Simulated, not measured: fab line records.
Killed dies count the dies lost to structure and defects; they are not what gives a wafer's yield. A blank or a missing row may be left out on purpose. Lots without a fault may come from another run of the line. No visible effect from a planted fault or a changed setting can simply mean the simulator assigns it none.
Which tool did it? || flow sky130 || Sampling: 11 lots, 33 wafers, 4 of 708 route steps

WHAT EACH GAUGE READ, for each wafer
SKY_CAPM_THK_MEAS_01.
{"lot": "L994", "measured": "day 36 10:52", "on": "filmMetro-04", "CAPM_CVD_00_THK (nm)": "15.66 15.49 15.37"}
{"lot": "L996", "measured": "day 36 22:23", "on": "filmMetro-04", "CAPM_CVD_00_THK (nm)": "15.18 15.58 15.65"}
{"lot": "L998", "measured": "day 37 16:45", "on": "filmMetro-04", "CAPM_CVD_00_THK (nm)": "15.44 15.67 15.51"}
{"lot": "L101", "measured": "day 39 02:11", "on": "filmMetro-03", "CAPM_CVD_00_THK (nm)": "15.59 15.54 15.54"}
{"lot": "L105", "measured": "day 39 21:33", "on": "filmMetro-02", "CAPM_CVD_00_THK (nm)": "14.88 15.14 26.88"}
{"lot": "L108", "measured": "day 40 22:52", "on": "filmMetro-02", "CAPM_CVD_00_THK (nm)": "15.52 15.49 15.72"}
{"lot": "L110", "measured": "day 41 08:29", "on": "filmMetro-04", "CAPM_CVD_00_THK (nm)": "15.61 15.75 15.63"}
{"lot": "L111", "measured": "day 42 00:52", "on": "filmMetro-02", "CAPM_CVD_00_THK (nm)": "15.04 15.15 15.12"}
{"lot": "L113", "measured": "day 42 08:58", "on": "filmMetro-04", "CAPM_CVD_00_THK (nm)": "15.62 15.59 15.55"}
{"lot": "L114", "measured": "day 42 13:35", "on": "filmMetro-02", "CAPM_CVD_00_THK (nm)": "15.44 15.39 15.87"}
{"lot": "L115", "measured": "day 42 17:30", "on": "filmMetro-04", "CAPM_CVD_00_THK (nm)": "15.40 15.57 15.46"}

TOOL THAT RAN EACH LOT (tool first, then ch and the chambers of the sampled wafers, then the start)
{"lot": "L994", "SKY_GATE_OXIDE_STRIP_13": "plasmaAsher-01 ch 0,1, day 13 20:29", "SKY_METAL1_SPUTTER_01": "pvdSputter-02, day 31 17:31", "SKY_CAPM_CVD_00": "pecvd-01 ch 0,1,2, day 36 10:49"}
{"lot": "L996", "SKY_GATE_OXIDE_STRIP_13": "plasmaAsher-02 ch 0,1, day 14 09:22", "SKY_METAL1_SPUTTER_01": "pvdSputter-03, day 32 06:36", "SKY_CAPM_CVD_00": "pecvd-02 ch 0,2, day 36 22:22"}
{"lot": "L998", "SKY_GATE_OXIDE_STRIP_13": "plasmaAsher-01 ch 0,1, day 14 23:38", "SKY_METAL1_SPUTTER_01": "pvdSputter-03, day 32 23:44", "SKY_CAPM_CVD_00": "pecvd-03 ch 0,1,2, day 37 16:43"}
{"lot": "L101", "SKY_GATE_OXIDE_STRIP_13": "plasmaAsher-01 ch 0,1, day 16 14:02", "SKY_METAL1_SPUTTER_01": "pvdSputter-02, day 34 10:02", "SKY_CAPM_CVD_00": "pecvd-03 ch 0,1,2, day 39 02:08"}
{"lot": "L105", "SKY_GATE_OXIDE_STRIP_13": "plasmaAsher-03 ch 0,1, day 17 18:46", "SKY_METAL1_SPUTTER_01": "pvdSputter-04, day 35 08:25", "SKY_CAPM_CVD_00": "pecvd-01 ch 0,1, day 39 21:31"}
{"lot": "L108", "SKY_GATE_OXIDE_STRIP_13": "plasmaAsher-03 ch 0,1, day 18 23:37", "SKY_METAL1_SPUTTER_01": "pvdSputter-02, day 36 10:22", "SKY_CAPM_CVD_00": "pecvd-02 ch 1,2, day 40 22:50"}
{"lot": "L110", "SKY_GATE_OXIDE_STRIP_13": "plasmaAsher-01 ch 0,1, day 19 11:07", "SKY_METAL1_SPUTTER_01": "pvdSputter-04, day 36 21:07", "SKY_CAPM_CVD_00": "pecvd-02 ch 1,2, day 41 08:27"}
{"lot": "L111", "SKY_GATE_OXIDE_STRIP_13": "plasmaAsher-01 ch 0,1, day 20 04:51", "SKY_METAL1_SPUTTER_01": "pvdSputter-04, day 37 15:38", "SKY_CAPM_CVD_00": "pecvd-03 ch 0,1,2, day 42 00:51"}
{"lot": "L113", "SKY_GATE_OXIDE_STRIP_13": "plasmaAsher-01 ch 1, day 20 19:37", "SKY_METAL1_SPUTTER_01": "pvdSputter-02, day 37 22:52", "SKY_CAPM_CVD_00": "pecvd-02 ch 0,1,2, day 42 08:57"}
{"lot": "L114", "SKY_GATE_OXIDE_STRIP_13": "plasmaAsher-02 ch 0,1, day 21 02:19", "SKY_METAL1_SPUTTER_01": "pvdSputter-04, day 38 04:35", "SKY_CAPM_CVD_00": "pecvd-02 ch 0,1, day 42 13:33"}
{"lot": "L115", "SKY_GATE_OXIDE_STRIP_13": "plasmaAsher-01 ch 0,1, day 21 03:35", "SKY_METAL1_SPUTTER_01": "pvdSputter-02, day 38 09:01", "SKY_CAPM_CVD_00": "pecvd-03 ch 0,1,2, day 42 17:28"}
- SKY_GATE_OXIDE_STRIP_13: strips in O2/N2.
- SKY_METAL1_SPUTTER_01: material TiN, target thk 20 nm, time 16.7 s.
- SKY_CAPM_CVD_00: deposits SiO2, target thk 15.5 nm.

THE ANSWER, worked out from the rows above alone
Rule: the usual values come from the lots themselves. The widest of any qualifying gaps counts: lots, ordered by their means at a reading, are off when they make up no more than a third of the lots, leave a main group of 4 or more, and stand apart from it by 3 or more times the standard deviation of that group's means. A main group whose means are all the same, to the digits that the tables above print for the reading, isn't used. A lot without any number at a reading at which 4 lots or more have one is off too. Any other lot the step has rows for is counted as sound.
Off: at SKY_CAPM_THK_MEAS_01 (CAPM_CVD_00_THK), L105. Mean 15.50 nm and standard deviation 0.14 in the main group.
A tool fits if, at a process step before that reading, it ran every lot that is off, and no sound lot after the first of them. The gauges at SKY_CAPM_THK_MEAS_01 are tried like those tools. One candidate fits, namely pecvd-01 at SKY_CAPM_CVD_00. A fault onset in the window from L994 (day 36 10:49, its last sound lot) to L105 (day 39 21:31, its first lot off) fits.

WHAT THE SIMULATOR HAD PUT IN
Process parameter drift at SKY_CAPM_CVD_00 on pecvd-01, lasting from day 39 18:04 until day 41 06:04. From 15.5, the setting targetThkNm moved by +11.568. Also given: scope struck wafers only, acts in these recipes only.
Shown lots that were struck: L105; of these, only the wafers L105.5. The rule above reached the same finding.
